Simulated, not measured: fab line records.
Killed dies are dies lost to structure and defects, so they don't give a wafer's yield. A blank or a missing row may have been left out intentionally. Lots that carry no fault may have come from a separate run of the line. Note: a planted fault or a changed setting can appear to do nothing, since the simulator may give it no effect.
Which tool did it? + flow gf180mcu + 13 lots with 39 wafers sampled at 5 steps, on a route of 602 steps

WHAT EACH GAUGE READ, for each wafer
GF_DNWELL_TW_MEAS_09.
| lot  | measured    | on            | DNWELL_TW      |
|------|-------------|---------------|----------------|
| L308 | day 2 19:41 | film metro-02 | 1349 1341 1351 |
| L309 | day 3 00:41 | film metro-01 | 1369 1375 1382 |
| L310 | day 3 05:14 | film metro-01 | 1364 1368 1365 |
| L314 | day 4 01:58 | film metro-01 | 1369 1363 1367 |
| L315 | day 4 07:44 | film metro-04 | 1356 1362 1370 |
| L317 | day 4 22:13 | film metro-04 | 1363 1365 1368 |
| L318 | day 5 07:32 | film metro-04 | 1350 1356 1363 |
| L324 | day 6 09:22 | film metro-04 | 1466 1473 1473 |
| L325 | day 6 15:58 | film metro-01 | 1469 1471 1471 |
| L326 | day 6 18:36 | film metro-02 | 1456 1463 1458 |
| L327 | day 7 00:08 | film metro-02 | 1360 1363 1360 |
| L328 | day 7 05:17 | film metro-04 | 1353 1345 1343 |
| L329 | day 7 17:16 | film metro-02 | 1363 1355 1352 |

GF_M1_OVL_MEAS_15.
| lot  | measured     | on         | M1_OVL (nm) |
|------|--------------|------------|-------------|
| L308 | day 17 02:37 | overlay-02 | 8 2 1       |
| L309 | day 17 05:28 | overlay-02 | 9 7 11      |
| L310 | day 17 15:43 | overlay-02 | 0 -2 4      |
| L314 | day 19 04:49 | overlay-02 | -4 0 -7     |
| L315 | day 19 19:49 | overlay-02 | 5 9 8       |
| L317 | day 20 10:26 | overlay-02 | 16 4 3      |
| L318 | day 21 04:30 | overlay-02 | 4 0 -6      |
| L324 | day 23 01:14 | overlay-01 | -6 -5 -11   |
| L325 | day 23 10:16 | overlay-01 | 2 -9 -4     |
| L326 | day 23 12:53 | overlay-01 | 8 4 6       |
| L327 | day 23 22:47 | overlay-02 | -9 -15 -8   |
| L328 | day 24 04:26 | overlay-01 | 1 4 -1      |
| L329 | day 24 23:08 | overlay-01 | 0 0 -8      |

WHAT TOOL EACH LOT RAN ON (gives the tool, then ch and the chambers of the sampled wafers, and finally the start)
| lot  | GF_DNWELL_IMPLANT_07           | GF_PSD_STRIP_10                      | GF_CONTACT_SPUTTER_22        |
|------|--------------------------------|--------------------------------------|------------------------------|
| L308 | implanter-04 ch 0, day 2 19:26 | plasma asher-04 ch 1, day 14 04:32   | pvd sputter-02, day 16 02:51 |
| L309 | implanter-02 ch 0, day 3 00:26 | plasma asher-04 ch 0,1, day 14 09:56 | pvd sputter-04, day 16 06:09 |
| L310 | implanter-04 ch 0, day 3 04:59 | plasma asher-04 ch 0,1, day 14 18:51 | pvd sputter-03, day 16 17:10 |
| L314 | implanter-01 ch 0, day 4 01:44 | plasma asher-03 ch 0,1, day 16 04:20 | pvd sputter-04, day 18 03:56 |
| L315 | implanter-04 ch 0, day 4 07:31 | plasma asher-04 ch 0, day 16 17:47   | pvd sputter-02, day 18 18:21 |
| L317 | implanter-01 ch 0, day 4 21:59 | plasma asher-04 ch 0, day 17 08:08   | pvd sputter-02, day 19 09:38 |
| L318 | implanter-04 ch 0, day 5 07:17 | plasma asher-01 ch 0,1, day 18 01:35 | pvd sputter-04, day 20 03:22 |
| L324 | implanter-04 ch 0, day 6 09:08 | plasma asher-04 ch 0,1, day 19 22:28 | pvd sputter-04, day 22 01:02 |
| L325 | implanter-04 ch 0, day 6 15:43 | plasma asher-01 ch 0,1, day 20 08:00 | pvd sputter-02, day 22 10:26 |
| L326 | implanter-04 ch 0, day 6 18:23 | plasma asher-03 ch 0,1, day 20 11:53 | pvd sputter-03, day 22 13:33 |
| L327 | implanter-02 ch 0, day 6 23:55 | plasma asher-04 ch 0,1, day 20 22:25 | pvd sputter-03, day 22 23:35 |
| L328 | implanter-02 ch 0, day 7 05:04 | plasma asher-04 ch 0,1, day 21 04:05 | pvd sputter-02, day 23 04:47 |
| L329 | implanter-02 ch 0, day 7 17:02 | plasma asher-03 ch 0,1, day 21 23:59 | pvd sputter-03, day 24 00:38 |
- GF_DNWELL_IMPLANT_07
- GF_PSD_STRIP_10: strips in O2/N2.
- GF_CONTACT_SPUTTER_22: material Ti, target thk 15 nm, time 80.02 s.

WHAT THE TOOLS THEMSELVES READ (means of the sampled wafers that have a number; where no wafer has one, the mark that the record gives instead)
GF_DNWELL_IMPLANT_07.
| lot  | tool         | beam on s (s) | end station pressure torr (Torr) | faraday current uA |
|------|--------------|---------------|----------------------------------|--------------------|
| L308 | implanter-04 | 9.79          | 5.41e-06                         | 57.6               |
| L309 | implanter-02 | 10.18         | 5.01e-06                         | 55.3               |
| L310 | implanter-04 | 9.85          | 5.08e-06                         | 57.0               |
| L314 | implanter-01 | 10.16         | 4.96e-06                         | 55.5               |
| L315 | implanter-04 | 10.17         | 4.99e-06                         | 55.4               |
| L317 | implanter-01 | 10.15         | 4.96e-06                         | 55.5               |
| L318 | implanter-04 | 9.96          | 4.99e-06                         | 56.6               |
| L324 | implanter-04 | 12.55         | 1.16e-04                         | 45.4               |
| L325 | implanter-04 | 12.72         | 1.16e-04                         | 44.9               |
| L326 | implanter-04 | 12.66         | 1.18e-04                         | 45.0               |
| L327 | implanter-02 | 10.01         | 5.20e-06                         | 56.4               |
| L328 | implanter-02 | 10.00         | 4.98e-06                         | 56.5               |
| L329 | implanter-02 | 10.01         | 4.94e-06                         | 56.3               |

GF_PSD_STRIP_10.
| lot  | tool            | drypump motor current A (A) | heater power w (W) | oes product au (a.u.) | strip time to endpoint s (s) |
|------|-----------------|-----------------------------|--------------------|-----------------------|------------------------------|
| L308 | plasma asher-04 | 6.1                         | 334                | 0.588                 | 16.49                        |
| L309 | plasma asher-04 | 5.6                         | 324                | 0.593                 | 16.60                        |
| L310 | plasma asher-04 | 5.8                         | 325                | 0.593                 | 16.57                        |
| L314 | plasma asher-03 | 5.8                         | 305                | 0.587                 | 16.52                        |
| L315 | plasma asher-04 | 5.3                         | 315                | 0.587                 | 16.49                        |
| L317 | plasma asher-04 | 5.3                         | 313                | 0.589                 | 16.50                        |
| L318 | plasma asher-01 | 5.6                         | 338                | 0.593                 | 16.53                        |
| L324 | plasma asher-04 | 5.6                         | 319                | 0.591                 | 16.57                        |
| L325 | plasma asher-01 | 5.1                         | 353                | 0.593                 | 16.50                        |
| L326 | plasma asher-03 | 6.1                         | 315                | 0.595                 | 16.53                        |
| L327 | plasma asher-04 | 5.8                         | 328                | 0.590                 | 16.54                        |
| L328 | plasma asher-04 | 5.8                         | 335                | 0.592                 | 16.53                        |
| L329 | plasma asher-03 | 6.1                         | 310                | 0.594                 | 16.52                        |

GF_CONTACT_SPUTTER_22.
| lot  | tool           | throttle valve pct (%) |
|------|----------------|------------------------|
| L308 | pvd sputter-02 | 29.9                   |
| L309 | pvd sputter-04 | 29.8                   |
| L310 | pvd sputter-03 | 30.2                   |
| L314 | pvd sputter-04 | 30.4                   |
| L315 | pvd sputter-02 | 31.4                   |
| L317 | pvd sputter-02 | 30.6                   |
| L318 | pvd sputter-04 | 29.9                   |
| L324 | pvd sputter-04 | 29.5                   |
| L325 | pvd sputter-02 | 30.5                   |
| L326 | pvd sputter-03 | 28.9                   |
| L327 | pvd sputter-03 | 30.2                   |
| L328 | pvd sputter-02 | 30.5                   |
| L329 | pvd sputter-03 | 31.5                   |

THE ANSWER, worked out from the rows above alone
Rule: the usual values come from the lots themselves. The widest of any qualifying gaps counts: lots, ordered by their means at a reading, are off when they make up no more than a third of the lots, leave a main group of 4 or more, and stand apart from it by 3 or more times the standard deviation of that group's means. If all means in a main group match to the digits the tables above print for the reading, that group is not used. A lot without any number at a reading at which 4 lots or more have one is off too. Any other lot the step has rows for is counted as sound. Order of review: gauges by route order, followed by the tools' own readings, for which a lot's mean as printed above is used. The first step at which some lot is off is used, and at that step the reading that is off furthest; a lot without a number counts as furthest.
Off: at GF_DNWELL_TW_MEAS_09 (DNWELL_TW), L324, L325, L326. The main group: mean 1360, standard deviation 8.4.
If a tool, at a process step before that reading, ran all the lots that are off and no sound lot after the first of them, it fits. Not tried: the gauges at GF_DNWELL_TW_MEAS_09; whatever is off there is also off at GF_DNWELL_IMPLANT_07, on other tools, and gauge error can't account for it. One fits: implanter-04 at GF_DNWELL_IMPLANT_07. Its last sound lot is L318 (day 5 07:17), its first lot that is off L324 (day 6 09:08): a fault that began between those two fits.
The tool's own readings at GF_DNWELL_IMPLANT_07 bear it out: on the lots that are off they differ by more than 5 times the standard deviation of the sound lots' means. beam on s reads 12.64 s there against 10.03 s on the sound lots; end station pressure torr reads 1.17e-04 Torr there against 5.05e-06 Torr on the sound lots; faraday current uA reads 45.1 there against 56.2 on the sound lots.

WHAT THE SIMULATOR HAD INSERTED
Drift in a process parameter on implanter-04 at GF_DNWELL_IMPLANT_07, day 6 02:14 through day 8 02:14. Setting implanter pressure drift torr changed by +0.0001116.
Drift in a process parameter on implanter-04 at GF_DNWELL_IMPLANT_07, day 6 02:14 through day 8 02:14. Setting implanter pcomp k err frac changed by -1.
Shown lots that were struck: L324, L325, L326. The rule above found the same.
